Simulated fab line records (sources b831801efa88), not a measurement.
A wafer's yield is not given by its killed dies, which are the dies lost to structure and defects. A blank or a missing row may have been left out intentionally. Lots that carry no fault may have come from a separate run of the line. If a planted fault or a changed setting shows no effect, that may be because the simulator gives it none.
Which tool did it?    flow sky130    11 lots, 33 wafers sampled, at 5 steps of a route of 708

WHAT THE GAUGES SHOWED, per wafer
SKY_LOCAL_INTERCONNECT_RS_MEAS_01: a four-point-probe measurement.
lot   measured      on             LOCAL_INTERCONNECT_TIN_RS (ohm/sq)
L857  day 29 05:41  film metro-03  14.35 14.26 14.08
L860  day 30 03:50  film metro-04  14.10 14.12 13.95
L861  day 30 14:11  film metro-04  14.12 13.96 14.08
L864  day 31 16:40  film metro-04  14.51 14.52 14.35
L867  day 33 03:32  film metro-04  14.17 14.28 14.16
L868  day 33 13:44  film metro-04  14.10 14.25 14.18
L873  day 34 19:14  film metro-03  14.54 14.41 14.24
L874  day 35 07:58  film metro-04  14.35 14.37 14.32
L875  day 35 09:44  film metro-04  13.82 13.91 13.97
L876  day 35 14:40  film metro-04  13.86 14.10 14.03
L877  day 35 16:52  film metro-03  14.17 14.30 14.35

SKY_CONTACT_CD_MEAS_14: the cd target is 170 nm.
lot   measured      on         cd nm (nm)
L857  day 31 15:31  cd sem-01  167.9 167.1 166.2
L860  day 32 12:29  cd sem-02  168.4 168.4 169.6
L861  day 32 22:14  cd sem-01  170.1 168.2 172.2
L864  day 33 23:20  cd sem-02  161.5 161.1 161.4 161.4 161.3 161.9
L867  day 35 09:19  cd sem-02  162.1 163.1 164.0 162.6 163.1 164.3
L868  day 35 19:47  cd sem-01  163.8 163.3 162.7 163.8 163.3 163.1
L873  day 37 00:39  cd sem-02  168.8 168.6 170.2
L874  day 37 12:58  cd sem-02  171.1 169.9 170.4
L875  day 37 14:41  cd sem-02  169.1 170.4 170.5
L876  day 37 19:35  cd sem-01  169.3 170.7 169.4
L877  day 37 21:05  cd sem-01  169.2 170.1 169.6

TOOL THAT RAN EACH LOT (tool first, then ch and the chambers of the sampled wafers, then the start)
lot   SKY_LI_CONTACT_ETCH_14              SKY_LOCAL_INTERCONNECT_STRIP_15       SKY_CONTACT_EXPOSE_11
L857  rie diel-01 ch 2,3, day 29 04:26    plasma asher-01 ch 0, day 30 10:03    krf scanner-02 ch 0, day 31 01:15
L860  rie diel-03 ch 0,1,2, day 30 02:36  plasma asher-04 ch 0,1, day 31 08:39  krf scanner-01 ch 0, day 31 23:19
L861  rie diel-04 ch 1,2, day 30 12:57    plasma asher-04 ch 1, day 31 17:57    krf scanner-01 ch 0, day 32 08:47
L864  rie diel-03 ch 0,2,3, day 31 15:27  plasma asher-03 ch 0,1, day 32 19:24  krf scanner-01 ch 0, day 33 10:25
L867  rie diel-03 ch 1,3, day 33 02:17    plasma asher-03 ch 0,1, day 34 06:06  krf scanner-01 ch 0, day 34 20:11
L868  rie diel-01 ch 1,2,3, day 33 12:30  plasma asher-03 ch 0,1, day 34 16:24  krf scanner-01 ch 0, day 35 07:23
L873  rie diel-01 ch 0,1,2, day 34 18:00  plasma asher-04 ch 0,1, day 35 21:51  krf scanner-02 ch 0, day 36 12:17
L874  rie diel-01 ch 0,1,2, day 35 06:41  plasma asher-04 ch 0,1, day 36 10:43  krf scanner-02 ch 0, day 37 00:10
L875  rie diel-03 ch 2,3, day 35 08:30    plasma asher-04 ch 0,1, day 36 12:09  krf scanner-02 ch 0, day 37 01:53
L876  rie diel-01 ch 1,2,3, day 35 13:23  plasma asher-01 ch 0,1, day 36 16:41  krf scanner-02 ch 0, day 37 06:47
L877  rie diel-01 ch 0,1,3, day 35 15:21  plasma asher-03 ch 0,1, day 36 18:54  krf scanner-02 ch 0, day 37 08:20
- SKY_LI_CONTACT_ETCH_14: etches BARC in N2/H2, stops on SiO2, time 45.9 s, target depth 60 nm.
- SKY_LOCAL_INTERCONNECT_STRIP_15: strips in O2/N2.
- SKY_CONTACT_EXPOSE_11: exposes mask CTM1, target cd 170 nm.

AS READ BY THE TOOLS THEMSELVES (means over the sampled wafers that have a number; for cases with no such wafer, the mark the record gives instead)
SKY_LI_CONTACT_ETCH_14.
lot   tool         drypump motor current A (A)  oes product au (a.u.)  throttle valve pct (%)
L857  rie diel-01  5.9                          0.859                  13.231
L860  rie diel-03  5.7                          0.854                  13.224
L861  rie diel-04  5.5                          0.853                  13.226
L864  rie diel-03  5.8                          0.856                  13.231
L867  rie diel-03  5.9                          0.849                  13.224
L868  rie diel-01  6.0                          0.853                  13.228
L873  rie diel-01  5.9                          0.852                  13.224
L874  rie diel-01  5.8                          0.858                  13.228
L875  rie diel-03  5.5                          0.857                  13.218
L876  rie diel-01  6.0                          0.851                  13.220
L877  rie diel-01  5.9                          0.855                  13.229

SKY_LOCAL_INTERCONNECT_STRIP_15.
lot   tool             drypump motor current A (A)  oes product au (a.u.)  strip time to endpoint s (s)
L857  plasma asher-01  5.9                          0.428                  4.714
L860  plasma asher-04  4.9                          0.433                  4.745
L861  plasma asher-04  5.4                          0.432                  4.715
L864  plasma asher-03  5.6                          0.427                  4.686
L867  plasma asher-03  5.6                          0.423                  4.722
L868  plasma asher-03  5.5                          0.423                  4.738
L873  plasma asher-04  5.2                          0.427                  4.723
L874  plasma asher-04  4.9                          0.424                  4.713
L875  plasma asher-04  4.9                          0.428                  4.732
L876  plasma asher-01  5.7                          0.427                  4.725
L877  plasma asher-03  5.5                          0.424                  4.721

SKY_CONTACT_EXPOSE_11.
lot   tool            exposure dose mJ cm2
L857  krf scanner-02  38.01
L860  krf scanner-01  38.01
L861  krf scanner-01  38.02
L864  krf scanner-01  35.95
L867  krf scanner-01  36.30
L868  krf scanner-01  36.30
L873  krf scanner-02  37.95
L874  krf scanner-02  38.00
L875  krf scanner-02  37.97
L876  krf scanner-02  38.01
L877  krf scanner-02  38.01

THE ANSWER, worked out from the rows above alone
Rule: usual is defined by the lots themselves. The widest of any qualifying gaps counts: lots, ordered by their means at a reading, are off when they make up no more than a third of the lots, leave a main group of 4 or more, and stand apart from it by 3 or more times the standard deviation of that group's means. A main group whose means are all the same, to the digits that the tables above print for the reading, isn't used. Also off: a lot with no number at a reading for which 4 or more lots have one. All remaining lots with rows at the step are treated as sound. The gauges are gone through in route order, then the tools' own readings, and for those a lot's mean is taken as printed above. At the first step where some lot is off, the reading lying furthest off is the one used; lots without a number count as furthest.
Off: L864, L867, L868 (SKY_CONTACT_CD_MEAS_14, cd nm). For the main group the mean is 169.4 nm and the standard deviation 1.
A tool fits if, at a process step before that reading, it ran every lot that is off, and no sound lot after the first of them. The gauges at SKY_CONTACT_CD_MEAS_14 aren't tried: what is off there is off at SKY_CONTACT_EXPOSE_11 too, on other tools, and a gauge's error can't cause that. One fits: SKY_CONTACT_EXPOSE_11 on krf scanner-01. A fault onset in the window from L861 (day 32 08:47, its last sound lot) to L864 (day 33 10:25, its first lot off) fits.
On the lots that are off, the tool's own readings at SKY_CONTACT_EXPOSE_11 differ by more than 5 times the standard deviation of the sound lots' means, which bears it out; exposure dose mJ cm2 reads 36.18 there versus 38.00 on the sound lots.

WHAT WAS PUT IN BY THE SIMULATOR
Process parameters drifting: krf scanner-01 at SKY_CONTACT_EXPOSE_11, beginning at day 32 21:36. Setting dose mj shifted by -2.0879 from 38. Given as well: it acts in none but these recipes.
Lots struck among those shown: L864, L867, L868. The rule given above showed the same thing.
